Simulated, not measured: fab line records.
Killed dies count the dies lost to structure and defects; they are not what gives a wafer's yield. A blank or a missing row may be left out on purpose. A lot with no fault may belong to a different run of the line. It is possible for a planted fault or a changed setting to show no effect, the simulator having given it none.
Which tool did it? + flow sky130 + 18 wafers from 6 lots sampled at 2 of the route's 708 steps

WHAT THE GAUGES READ, wafer by wafer
SKY_VT_ADJUST_NCORE_TW_MEAS_11.
| lot  | measured     | on            | VT_ADJUST_NCORE_TW                  |
|------|--------------|---------------|-------------------------------------|
| L949 | day 9 10:16  | film-metro-02 | 220.3 220.5 220.2                   |
| L952 | day 10 08:43 | film-metro-03 | 217.0 217.3 216.7                   |
| L954 | day 11 00:40 | film-metro-01 | 217.3 217.4 217.7                   |
| L958 | day 12 08:07 | film-metro-01 | 218.3 217.5 218.5                   |
| L961 | day 13 02:07 | film-metro-01 | 218.7 217.8 218.9                   |
| L963 | day 13 14:52 | film-metro-01 | 202.7 202.3 201.1 200.7 202.6 201.2 |

EACH LOT AND THE TOOL THAT RAN IT (in order: tool; ch and the chambers of the sampled wafers; start)
| lot  | SKY_VT_ADJUST_NCORE_IMPLANT_09  |
|------|---------------------------------|
| L949 | implanter-02 ch 0, day 9 10:01  |
| L952 | implanter-02 ch 0, day 10 08:29 |
| L954 | implanter-02 ch 0, day 11 00:26 |
| L958 | implanter-02 ch 0, day 12 07:52 |
| L961 | implanter-04 ch 0, day 13 01:52 |
| L963 | implanter-02 ch 0, day 13 14:38 |
- SKY_VT_ADJUST_NCORE_IMPLANT_09

THE ANSWER, worked out from the rows above alone
Rule: the lots themselves supply what counts as usual. Put in order of their means at a reading, lots are off if they are a third of the lots or fewer, leave a main group of 4 or more, and stand apart from it by a gap of 3 or more times the standard deviation of the main group's means; of several such gaps the widest counts. The tables above print the reading to a certain number of digits; a main group whose means all agree to those digits is not used. A lot without any number at a reading at which 4 lots or more have one is off too. The other lots that the step has rows for count as sound.
Off: at SKY_VT_ADJUST_NCORE_TW_MEAS_11 (VT_ADJUST_NCORE_TW), L963. Main group: mean 218.3, sd 1.1.
If a tool, at a process step before that reading, ran all the lots that are off and no sound lot after the first of them, it fits. Those tools and the gauges at SKY_VT_ADJUST_NCORE_TW_MEAS_11 are tried in the same way. Undecided on this evidence; 2 tools fit (implanter-02 at SKY_VT_ADJUST_NCORE_IMPLANT_09, film-metro-01 at SKY_VT_ADJUST_NCORE_TW_MEAS_11).

WHAT THE SIMULATOR HAD PUT IN
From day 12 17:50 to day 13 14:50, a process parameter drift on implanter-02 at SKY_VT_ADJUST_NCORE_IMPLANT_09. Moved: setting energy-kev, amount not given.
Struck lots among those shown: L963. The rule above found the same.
